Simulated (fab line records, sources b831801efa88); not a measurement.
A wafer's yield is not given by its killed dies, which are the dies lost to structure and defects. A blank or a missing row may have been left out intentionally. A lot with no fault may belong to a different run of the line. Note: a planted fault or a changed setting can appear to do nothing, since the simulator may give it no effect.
What tool caused it?    flow gf180mcu    39 wafers from 13 lots sampled at 6 of the route's 602 steps

## WHAT THE GAUGES READ, wafer by wafer
GF_POLY_GATE_THK_MEAS_17. Usual: for POLY_GATE_OXIDATION_THK the level is 3.99 nm and the standard deviation is 0.087.
lot   measured      on            POLY_GATE_OXIDATION_THK (nm)  flag
L835  day 9 02:02   filmMetro-01  4.01 3.96 3.93                
L836  day 9 13:35   filmMetro-01  3.96 4.00 4.07                
L837  day 9 19:44   filmMetro-02  4.05 4.04 4.06                
L838  day 10 01:06  filmMetro-01  3.80 3.90 3.87                
L839  day 10 12:36  filmMetro-03  4.07 4.11 4.10                
L848  day 13 06:44  filmMetro-01  4.01 4.04 4.11                
L850  day 13 14:46  filmMetro-02  4.00 3.95 3.99                
L851  day 13 21:09  filmMetro-02  4.05 4.06 3.95                
L852  day 14 22:48  filmMetro-02  3.96 3.89 3.90                
L855  day 15 07:54  filmMetro-02  4.07 4.01 4.06                
L856  day 15 09:08  filmMetro-02  3.98 4.01 3.98                
L857  day 16 02:22  filmMetro-02  3.85 4.00 3.86                
L858  day 16 14:48  filmMetro-02  3.83 3.75 3.71                

GF_HV_LDD_THK_MEAS_57. Usual: for HV_LDD_CVD_56_THK the level is 90.0 nm and the standard deviation is 0.96.
lot   measured      on            HV_LDD_CVD_56_THK (nm)  flag
L835  day 12 07:26  filmMetro-03  89.1 88.6 90.2          
L836  day 12 21:08  filmMetro-01  87.6 88.2 88.4          
L837  day 13 01:00  filmMetro-04  89.9 89.6 89.7          
L838  day 13 09:57  filmMetro-04  88.5 89.5 89.2          
L839  day 13 22:22  filmMetro-03  89.8 89.9 90.2          
L848  day 17 01:46  filmMetro-04  90.8 90.9 91.7          
L850  day 17 09:20  filmMetro-04  89.9 90.1 89.3          
L851  day 17 15:38  filmMetro-01  89.9 90.9 90.2          
L852  day 18 21:49  filmMetro-01  90.0 90.7 90.2          
L855  day 19 06:44  filmMetro-03  89.3 90.0 89.9          
L856  day 19 09:14  filmMetro-03  91.1 90.8 90.8          
L857  day 20 03:17  filmMetro-03  91.0 89.3 89.4          
L858  day 20 17:43  filmMetro-04  92.1 92.1 92.1          

GF_NSD_TW_MEAS_12. Usual: for NSD_TW the level is 4220 and the standard deviation is 19.
lot   measured      on            NSD_TW          flag
L835  day 13 04:02  filmMetro-02  4226 4255 4230  
L836  day 13 17:46  filmMetro-01  4260 4248 4226  
L837  day 13 22:12  filmMetro-01  4229 4231 4237  
L838  day 14 06:54  filmMetro-04  4233 4232 4235  
L839  day 14 20:04  filmMetro-01  4255 4256 4246  
L848  day 18 00:43  filmMetro-01  4218 4185 4242  
L850  day 18 09:16  filmMetro-01  4226 4199 4221  
L851  day 18 15:13  filmMetro-01  4213 4222 4211  
L852  day 19 22:14  filmMetro-04  4234 4241 4223  
L855  day 20 07:31  filmMetro-02  4199 4201 4194  
L856  day 20 09:43  filmMetro-04  4189 4200 4204  
L857  day 21 03:22  filmMetro-02  4238 4237 4242  
L858  day 21 17:31  filmMetro-02  4218 4234 4211  

GF_PSD_TW_MEAS_11. Usual: for PSD_TW the level is 3159 and the standard deviation is 13.
lot   measured      on            PSD_TW          flag
L835  day 14 00:47  filmMetro-04  3164 3174 3175  
L836  day 14 15:31  filmMetro-02  3156 3179 3175  
L837  day 14 19:32  filmMetro-04  3142 3165 3140  
L838  day 15 04:22  filmMetro-04  30 30 30        OFF
L839  day 15 17:31  filmMetro-04  3159 3168 3154  
L848  day 19 01:04  filmMetro-04  3169 3150 3157  
L850  day 19 09:07  filmMetro-04  3145 3149 3160  
L851  day 19 14:37  filmMetro-04  3148 3138 3145  
L852  day 20 22:49  filmMetro-04  3137 3148 3147  
L855  day 21 07:46  filmMetro-02  3156 3179 3153  
L856  day 21 09:46  filmMetro-02  3165 3152 3167  
L857  day 22 02:53  filmMetro-04  3149 3138 3160  
L858  day 22 16:31  filmMetro-02  3158 3145 3154  

## EACH LOT AND THE TOOL THAT RAN IT (in order: tool; ch and the chambers of the sampled wafers; start)
lot   GF_NSD_STRIP_11                      GF_PSD_STRIP_10
L835  plasmaAsher-01 ch 0,1, day 13 03:56  plasmaAsher-03 ch 0,1, day 14 00:42
L836  plasmaAsher-04 ch 0, day 13 17:40    plasmaAsher-03 ch 0,1, day 14 15:25
L837  plasmaAsher-01 ch 0,1, day 13 22:07  plasmaAsher-03 ch 0,1, day 14 19:27
L838  plasmaAsher-01 ch 0,1, day 14 06:48  plasmaAsher-02 ch 0,1, day 15 04:16
L839  plasmaAsher-04 ch 0,1, day 14 19:58  plasmaAsher-04 ch 0,1, day 15 17:25
L848  plasmaAsher-01 ch 0,1, day 18 00:37  plasmaAsher-02 ch 0, day 19 00:58
L850  plasmaAsher-01 ch 0,1, day 18 09:10  plasmaAsher-03 ch 0,1, day 19 09:01
L851  plasmaAsher-04 ch 0,1, day 18 15:07  plasmaAsher-02 ch 0,1, day 19 14:31
L852  plasmaAsher-02 ch 0,1, day 19 22:08  plasmaAsher-04 ch 0,1, day 20 22:43
L855  plasmaAsher-04 ch 0,1, day 20 07:22  plasmaAsher-03 ch 0,1, day 21 07:40
L856  plasmaAsher-02 ch 0,1, day 20 09:37  plasmaAsher-04 ch 0,1, day 21 09:40
L857  plasmaAsher-01 ch 0,1, day 21 03:16  plasmaAsher-03 ch 0,1, day 22 02:46
L858  plasmaAsher-02 ch 0,1, day 21 17:25  plasmaAsher-04 ch 0,1, day 22 16:25
- GF_NSD_STRIP_11: strips in O2/N2.
- GF_PSD_STRIP_10: strips in O2/N2.

## WHAT THE TOOLS THEMSELVES READ (means of the sampled wafers that have a number; where no wafer has one, the mark that the record gives instead)
GF_NSD_STRIP_11. Usual: drypumpMotorCurrentA 5.9 A, standard deviation 0.51; heaterPowerW 333 W, standard deviation 34; oesProductAu 0.487 a.u., standard deviation 0.0045; stripTimeToEndpointS 22.950 s, standard deviation 0.028.
lot   tool            drypumpMotorCurrentA (A)  heaterPowerW (W)  oesProductAu (a.u.)  stripTimeToEndpointS (s)  flag
L835  plasmaAsher-01  6.3                       304               0.487                22.963                    
L836  plasmaAsher-04  5.8                       355               0.484                22.944                    
L837  plasmaAsher-01  6.3                       307               0.487                22.967                    
L838  plasmaAsher-01  6.2                       317               0.576                -                         OFF
L839  plasmaAsher-04  5.3                       332               0.487                22.929                    
L848  plasmaAsher-01  6.2                       313               0.485                22.934                    
L850  plasmaAsher-01  6.3                       306               0.487                22.959                    
L851  plasmaAsher-04  5.3                       337               0.484                22.901                    
L852  plasmaAsher-02  5.8                       326               0.488                22.951                    
L855  plasmaAsher-04  5.3                       335               0.491                22.996                    
L856  plasmaAsher-02  6.2                       362               0.488                22.992                    
L857  plasmaAsher-01  6.3                       309               0.489                22.941                    
L858  plasmaAsher-02  5.8                       328               0.487                22.971                    

GF_PSD_STRIP_10. Usual: drypumpMotorCurrentA 5.8 A, standard deviation 0.5; heaterPowerW 345 W, standard deviation 28; oesProductAu 0.592 a.u., standard deviation 0.0043; stripTimeToEndpointS 16.54 s, standard deviation 0.034.
lot   tool            drypumpMotorCurrentA (A)  heaterPowerW (W)  oesProductAu (a.u.)  stripTimeToEndpointS (s)  flag
L835  plasmaAsher-03  5.8                       359               0.591                16.57                     
L836  plasmaAsher-03  6.1                       348               0.596                16.61                     
L837  plasmaAsher-03  5.9                       357               0.593                16.49                     
L838  plasmaAsher-02  6.2                       352               0.605                18.87                     OFF
L839  plasmaAsher-04  5.6                       343               0.597                16.56                     
L848  plasmaAsher-02  6.5                       389               0.590                16.56                     
L850  plasmaAsher-03  6.1                       354               0.595                16.54                     
L851  plasmaAsher-02  6.2                       355               0.593                16.49                     
L852  plasmaAsher-04  5.6                       346               0.588                16.51                     
L855  plasmaAsher-03  6.2                       355               0.591                16.53                     
L856  plasmaAsher-04  5.5                       342               0.590                16.55                     
L857  plasmaAsher-03  6.1                       351               0.588                16.55                     
L858  plasmaAsher-04  5.6                       347               0.590                16.52                     

## THE ANSWER, worked out from the rows above alone
Rule: lot off if the mean of its wafers having a number is beyond 3 standard deviations from the usual mean. Also off: a lot with no number at a reading for which 4 or more lots have one. Where the step has rows for the other lots, those lots are counted as sound. Order of review: gauges by route order, followed by the tools' own readings, for which a lot's mean as printed above is used. The first step at which some lot is off is used, and at that step the reading that is off furthest; a lot without a number counts as furthest.
Off: L838, seen at GF_PSD_TW_MEAS_11 (PSD_TW).
If a tool, at a process step before that reading, ran all the lots that are off and no sound lot after the first of them, it fits. The gauges at GF_PSD_TW_MEAS_11 aren't tried: what is off there is off at GF_NSD_STRIP_11 too, on other tools, and a gauge's error can't cause that. Not one of the candidates tried fits.

## WHAT THE SIMULATOR PUT IN
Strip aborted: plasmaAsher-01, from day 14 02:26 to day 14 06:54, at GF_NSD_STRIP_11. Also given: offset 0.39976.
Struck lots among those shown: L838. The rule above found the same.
